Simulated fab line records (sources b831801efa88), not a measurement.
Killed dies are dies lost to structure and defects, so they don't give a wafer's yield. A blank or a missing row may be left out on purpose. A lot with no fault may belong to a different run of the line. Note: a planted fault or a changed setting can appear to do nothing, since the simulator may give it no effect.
2 desks, one fault	flow sky130	numbers are kept per desk, each desk with only its own; the story behind them comes last

== AT THE METROLOGY DESK ==
What the gauges read for every lot (on any tool): the sampled wafers with a number, averaged. Any lot whose mean is over 4 standard deviations away from the usual mean is out of limits and marked OUT; that distance is given in the brackets.
Columns: A = VT_ADJUST_LVTN_OVL at SKY_VT_ADJUST_LVTN_OVL_MEAS_07, usual -0.1 nm
lot	first seen here	A
L322	day 6 22:41	0.7
L323	day 7 09:20	0.8
L324	day 7 14:16	-2.5
L325	day 7 20:19	0.2
L326	day 8 06:34	-0.4
L335	day 10 11:40	0.3
L336	day 11 01:25	-1.7
L337	day 11 20:34	0.5
L338	day 12 05:56	-0.4
L340	day 12 13:56	-0.4
L342	day 12 20:29	1.3
L341	day 12 21:32	-0.7
L343	day 13 07:32	0.1
Finding of this desk: none of the 13 lots has anything out of limits.

== FOR THE TOOL OWNER'S DESK: wet_bench-01 ==
The tool's own readings at SKY_GATE_OXIDE_CLEAN_15 (cleans in SC1/SC2, time 150 s): means of the sampled wafers that have a number, for each lot that ran on this tool. Any lot whose mean is over 4 standard deviations away from the usual mean is out of limits and marked OUT; that distance is given in the brackets.
Columns: A = run_length_s at SKY_GATE_OXIDE_CLEAN_15, usual 178 s
lot	first seen here	A
L323	day 14 12:59	174
L325	day 15 01:34	185
L335	day 18 14:37	204 (+6.8) OUT
L336	day 19 08:19	204 (+6.8) OUT
This desk's finding: out of limits on L335, L336; first on L335, day 18 14:37 (run_length_s at SKY_GATE_OXIDE_CLEAN_15). In limits: L323, L325.

== ALL TOGETHER ==
The tool owner's desk could have raised an alarm at day 18 14:37, on L335, L336.
From the metrology desk's view, nothing was out of limits.
The metrology desk holds a record of L335, L336, inside its limits.
The lots listed all ran SKY_GATE_OXIDE_CLEAN_15 on wet_bench-01.

== WHAT THE SIMULATOR HAD PUT IN ==
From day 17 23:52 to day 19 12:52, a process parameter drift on wet_bench-01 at SKY_GATE_OXIDE_CLEAN_15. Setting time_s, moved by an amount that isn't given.
Lots struck among those shown: L335, L336.
Delay in hours, fault start to first out-of-limits reading, by desk: the tool owner's desk at 15.
